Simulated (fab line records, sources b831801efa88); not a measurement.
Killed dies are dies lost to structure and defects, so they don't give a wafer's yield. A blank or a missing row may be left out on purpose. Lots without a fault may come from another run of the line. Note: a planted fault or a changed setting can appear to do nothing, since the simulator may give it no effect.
Which tool is to blame? -- flow sky130 -- Sampling: 13 lots, 38 wafers, 5 of 708 route steps

== WHAT EACH GAUGE READ, for each wafer ==
SKY_VT_ADJUST_HVTP_TW_MEAS_11.
lot,measured,on,VT_ADJUST_HVTP_TW
L834,day 6 03:56,film-metro-01,1346 1343 1344
L836,day 6 16:31,film-metro-04,1352 1357 1355
L838,day 7 02:08,film-metro-02,1327 1338 1340
L840,day 7 16:01,film-metro-01,1338 1341 1334
L842,day 8 00:23,film-metro-02,1343 1332 1341
L843,day 8 10:41,film-metro-01,1354 1342 1349
L844,day 8 15:02,film-metro-02,1334 1338 1341
L845,day 8 22:47,film-metro-02,1333 1335
L846,day 9 05:26,film-metro-04,1343 1335 1343
L852,day 11 03:05,film-metro-02,1343 1338 1344
L854,day 11 11:38,film-metro-02,1341 1345 1340
L855,day 11 22:31,film-metro-04,1349 1348 1345
L857,day 12 06:43,film-metro-02,1336 1335 1332

SKY_VT_ADJUST_LVTN_TW_MEAS_21.
lot,measured,on,VT_ADJUST_LVTN_2_TW
L834,day 7 17:25,film-metro-04,186.2 186.9 187.0
L836,day 8 08:28,film-metro-02,184.7 186.0 185.8
L838,day 8 19:26,film-metro-02,185.9 186.6 186.2
L840,day 9 09:56,film-metro-04,187.2 187.0 186.3
L842,day 9 19:28,film-metro-02,184.8 186.5 185.9
L843,day 10 06:35,film-metro-02,186.0 186.9 186.5
L844,day 10 10:27,film-metro-02,186.2 186.5 186.3
L845,day 10 19:07,film-metro-03,187.5 187.3
L846,day 11 02:34,film-metro-02,186.4 185.7 184.5
L852,day 13 03:43,film-metro-02,187.0 186.8 186.5
L854,day 13 12:16,film-metro-04,188.0 187.2 187.0
L855,day 13 23:37,film-metro-02,186.4 186.6 185.9
L857,day 14 08:33,film-metro-04,189.0 187.6 187.1

SKY_VT_ADJUST_HVTR_TW_MEAS_11.
lot,measured,on,VT_ADJUST_HVTR_TW
L834,day 9 11:35,film-metro-02,207.5 207.8 207.9
L836,day 10 03:56,film-metro-03,210.4 209.9 209.4
L838,day 10 16:26,film-metro-03,210.9 210.8 211.0
L840,day 11 07:33,film-metro-01,208.0 209.7 209.0
L842,day 11 17:44,film-metro-03,211.3 210.3 211.0
L843,day 12 05:59,film-metro-03,210.4 210.4 210.8
L844,day 12 09:11,film-metro-03,210.8 198.0 210.2
L845,day 12 19:26,film-metro-02,197.1 207.7
L846,day 13 03:45,film-metro-01,211.1 210.3 198.1
L852,day 15 09:11,film-metro-01,208.8 209.4 209.1
L854,day 15 17:26,film-metro-03,210.4 209.4 210.4
L855,day 16 06:08,film-metro-01,210.4 210.5 210.8
L857,day 16 16:15,film-metro-02,208.7 209.8 209.4

SKY_VT_ADJUST_PCH_TW_MEAS_10.
lot,measured,on,VT_ADJUST_PCH_TW
L834,day 10 09:43,film-metro-02,140.9 142.2 141.7
L836,day 11 03:21,film-metro-04,142.1 142.0 141.8
L838,day 11 16:25,film-metro-01,141.2 141.4 141.3
L840,day 12 07:14,film-metro-02,141.6 140.8 141.7
L842,day 12 18:30,film-metro-02,140.9 140.2 141.4
L843,day 13 06:05,film-metro-01,142.3 141.7 142.0
L844,day 13 09:25,film-metro-01,142.6 142.4 142.2
L845,day 13 20:02,film-metro-04,141.4 142.3
L846,day 14 05:46,film-metro-02,140.8 140.6 141.0
L852,day 16 14:01,film-metro-04,142.7 142.5 142.1
L854,day 16 21:37,film-metro-04,142.5 142.4 141.9
L855,day 17 11:04,film-metro-02,140.4 141.2 140.4
L857,day 17 21:47,film-metro-02,141.5 140.2 140.9

== TOOL THAT RAN EACH LOT (tool first, then ch and the chambers of the sampled wafers, then the start) ==
lot,SKY_VT_ADJUST_HVTR_IMPLANT_09
L834,"implanter-04 ch 0, day 9 11:20"
L836,"implanter-01 ch 0, day 10 03:41"
L838,"implanter-02 ch 0, day 10 16:11"
L840,"implanter-02 ch 0, day 11 07:20"
L842,"implanter-01 ch 0, day 11 17:29"
L843,"implanter-01 ch 0, day 12 05:44"
L844,"implanter-01 ch 0, day 12 08:56"
L845,"implanter-01 ch 0, day 12 19:12"
L846,"implanter-01 ch 0, day 13 03:30"
L852,"implanter-02 ch 0, day 15 08:57"
L854,"implanter-04 ch 0, day 15 17:11"
L855,"implanter-01 ch 0, day 16 05:55"
L857,"implanter-01 ch 0, day 16 16:02"
- SKY_VT_ADJUST_HVTR_IMPLANT_09

== WHAT THE TOOLS THEMSELVES READ (means of the sampled wafers that have a number; where no wafer has one, the mark that the record gives instead) ==
SKY_VT_ADJUST_HVTR_IMPLANT_09.
lot,tool,beam-on-s (s),end-station-pressure-torr (Torr),faraday-current-uA
L834,implanter-04,9.88,4.92e-06,11.95
L836,implanter-01,10.06,4.93e-06,11.75
L838,implanter-02,10.21,5.01e-06,11.59
L840,implanter-02,9.84,5.01e-06,12.01
L842,implanter-01,9.91,4.78e-06,11.97
L843,implanter-01,10.14,5.12e-06,11.70
L844,implanter-01,9.41,5.02e-06,12.72
L845,implanter-01,9.00,5.16e-06,13.34
L846,implanter-01,9.41,4.88e-06,12.74
L852,implanter-02,10.07,5.20e-06,11.76
L854,implanter-04,10.11,5.07e-06,11.71
L855,implanter-01,9.96,5.10e-06,11.89
L857,implanter-01,9.91,4.95e-06,11.94

== THE ANSWER, worked out from the rows above alone ==
Rule: the lots themselves supply what counts as usual. The widest of any qualifying gaps counts: lots, ordered by their means at a reading, are off when they make up no more than a third of the lots, leave a main group of 4 or more, and stand apart from it by 3 or more times the standard deviation of that group's means. A main group is skipped when, at the precision printed for the reading in the tables above, its means are all equal. A lot without any number at a reading at which 4 lots or more have one is off too. The other lots that the step has rows for count as sound. After the gauges, taken in route order, come the tools' own readings; for these a lot's mean is taken, as printed above. At the first step where some lot is off, the reading lying furthest off is the one used; lots without a number count as furthest.
Off: L844, L845, L846 (SKY_VT_ADJUST_HVTR_IMPLANT_09, faraday-current-uA). The main group: mean 11.83, standard deviation 0.13.
If a tool, at that step or one of the process steps before it, ran each lot that is off and ran no sound lot following the first of them, it fits. No candidate that was tried fits.

== WHAT WAS PUT IN BY THE SIMULATOR ==
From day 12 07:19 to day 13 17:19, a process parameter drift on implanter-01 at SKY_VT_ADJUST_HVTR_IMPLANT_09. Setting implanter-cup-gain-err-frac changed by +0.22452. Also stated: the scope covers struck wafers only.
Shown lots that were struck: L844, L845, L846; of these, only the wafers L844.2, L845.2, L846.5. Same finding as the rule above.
